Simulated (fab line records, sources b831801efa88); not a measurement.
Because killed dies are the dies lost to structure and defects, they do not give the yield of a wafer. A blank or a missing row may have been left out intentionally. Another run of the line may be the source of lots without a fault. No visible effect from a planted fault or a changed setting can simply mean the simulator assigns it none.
Which of the tools did it? -- flow sky130 -- 13 lots, 39 wafers sampled, at 4 steps of a route of 708

## WHAT THE GAUGES READ, wafer by wafer
SKY_RES_XHIGH_TW_MEAS_09.
lot,measured,on,RES_XHIGH_TW
L321,day 27 08:02,film metro-03,1659 1661 1661
L322,day 27 15:34,film metro-03,1659 1664 1661
L323,day 28 02:04,film metro-01,1646 1639 1640
L325,day 28 15:20,film metro-01,1636 1638 1630
L324,day 28 19:14,film metro-01,1637 1645 1647
L326,day 29 05:17,film metro-03,1663 1660 1661
L327,day 29 08:59,film metro-02,1648 1635 1638
L328,day 29 13:04,film metro-03,1662 1668 1655
L329,day 30 01:19,film metro-01,1646 1633 1639
L330,day 30 12:13,film metro-03,1082 1086 1076
L331,day 30 19:25,film metro-01,1070 1063 1071
L332,day 30 23:31,film metro-02,1073 1069 1068
L333,day 31 19:10,film metro-03,1082 1085 1079

SKY_SD_N_RS_MEAS_18: uses a four-point probe to measure.
lot,measured,on,RES_XHIGH_RS (ohm/sq)
L321,day 28 14:22,film metro-01,334.1 335.1 335.1
L322,day 28 21:36,film metro-03,334.3 334.1 334.3
L323,day 29 08:02,film metro-01,330.8 330.7 330.7
L325,day 29 20:58,film metro-01,334.0 333.7 335.2
L324,day 30 01:03,film metro-02,334.1 334.2 334.7
L326,day 30 10:52,film metro-01,332.8 332.4 334.4
L327,day 30 15:06,film metro-01,334.3 333.6 333.2
L328,day 30 18:37,film metro-02,332.1 331.3 331.6
L329,day 31 06:06,film metro-01,332.2 332.8 333.5
L330,day 31 17:38,film metro-01,257.9 258.3 258.9
L331,day 32 01:15,film metro-01,259.7 260.0 260.5
L332,day 32 05:06,film metro-03,259.7 260.7 260.5
L333,day 32 23:59,film metro-01,260.4 259.8 261.1

## WHAT TOOL EACH LOT RAN ON (gives the tool, then ch and the chambers of the sampled wafers, and finally the start)
lot,SKY_RES_XHIGH_IMPLANT_07,SKY_RES_XHIGH_STRIP_08
L321,"implanter-01 ch 0, day 27 07:47","plasma asher-03 ch 0,1, day 27 07:55"
L322,"implanter-01 ch 0, day 27 15:19","plasma asher-02 ch 0,1, day 27 15:28"
L323,"implanter-04 ch 0, day 28 01:50","plasma asher-02 ch 0,1, day 28 01:58"
L325,"implanter-01 ch 0, day 28 15:08","plasma asher-01 ch 0,1, day 28 15:14"
L324,"implanter-01 ch 0, day 28 19:01","plasma asher-01 ch 0,1, day 28 19:08"
L326,"implanter-02 ch 0, day 29 05:04","plasma asher-03 ch 0,1, day 29 05:11"
L327,"implanter-04 ch 0, day 29 08:44","plasma asher-01 ch 0,1, day 29 08:53"
L328,"implanter-02 ch 0, day 29 12:50","plasma asher-03 ch 0, day 29 12:58"
L329,"implanter-02 ch 0, day 30 01:04","plasma asher-03 ch 0,1, day 30 01:13"
L330,"implanter-04 ch 0, day 30 11:59","plasma asher-01 ch 0, day 30 12:07"
L331,"implanter-01 ch 0, day 30 19:10","plasma asher-01 ch 0,1, day 30 19:19"
L332,"implanter-04 ch 0, day 30 23:16","plasma asher-02 ch 0,1, day 30 23:25"
L333,"implanter-02 ch 0, day 31 18:55","plasma asher-02 ch 0,1, day 31 19:04"
- SKY_RES_XHIGH_IMPLANT_07
- SKY_RES_XHIGH_STRIP_08: strips in O2/N2.

## AS READ BY THE TOOLS THEMSELVES (means over the sampled wafers that have a number; for cases with no such wafer, the mark the record gives instead)
SKY_RES_XHIGH_STRIP_08.
lot,tool,drypump motor current A (A),oes product au (a.u.),strip time to endpoint s (s)
L321,plasma asher-03,5.7,0.712,14.25
L322,plasma asher-02,5.6,0.707,14.29
L323,plasma asher-02,5.3,0.710,14.31
L325,plasma asher-01,5.9,0.707,14.31
L324,plasma asher-01,5.9,0.710,14.26
L326,plasma asher-03,5.8,0.708,14.28
L327,plasma asher-01,5.7,0.710,14.28
L328,plasma asher-03,5.5,0.709,14.26
L329,plasma asher-03,5.8,0.713,14.21
L330,plasma asher-01,5.5,0.715,14.20
L331,plasma asher-01,5.9,0.715,14.18
L332,plasma asher-02,5.6,0.714,14.20
L333,plasma asher-02,5.3,0.715,14.14

## THE ANSWER, worked out from the rows above alone
Rule: the lots themselves supply what counts as usual. The widest of any qualifying gaps counts: lots, ordered by their means at a reading, are off when they make up no more than a third of the lots, leave a main group of 4 or more, and stand apart from it by 3 or more times the standard deviation of that group's means. A main group whose means are all the same, to the digits that the tables above print for the reading, isn't used. Also off: a lot with no number at a reading for which 4 or more lots have one. The other lots that the step has rows for count as sound. Order of review: gauges by route order, followed by the tools' own readings, for which a lot's mean as printed above is used. At the first step where some lot is off, the reading lying furthest off is the one used; lots without a number count as furthest.
Off: L330, L331, L332, L333, seen at SKY_RES_XHIGH_TW_MEAS_09 (RES_XHIGH_TW). Mean 1649 and standard deviation 11 in the main group.
A tool fits if, at a process step before that reading, it ran every lot that is off, and no sound lot after the first of them. Gauges at SKY_RES_XHIGH_TW_MEAS_09: tried the same way as those tools. None of those tried fits.

## WHAT THE SIMULATOR HAD PUT IN
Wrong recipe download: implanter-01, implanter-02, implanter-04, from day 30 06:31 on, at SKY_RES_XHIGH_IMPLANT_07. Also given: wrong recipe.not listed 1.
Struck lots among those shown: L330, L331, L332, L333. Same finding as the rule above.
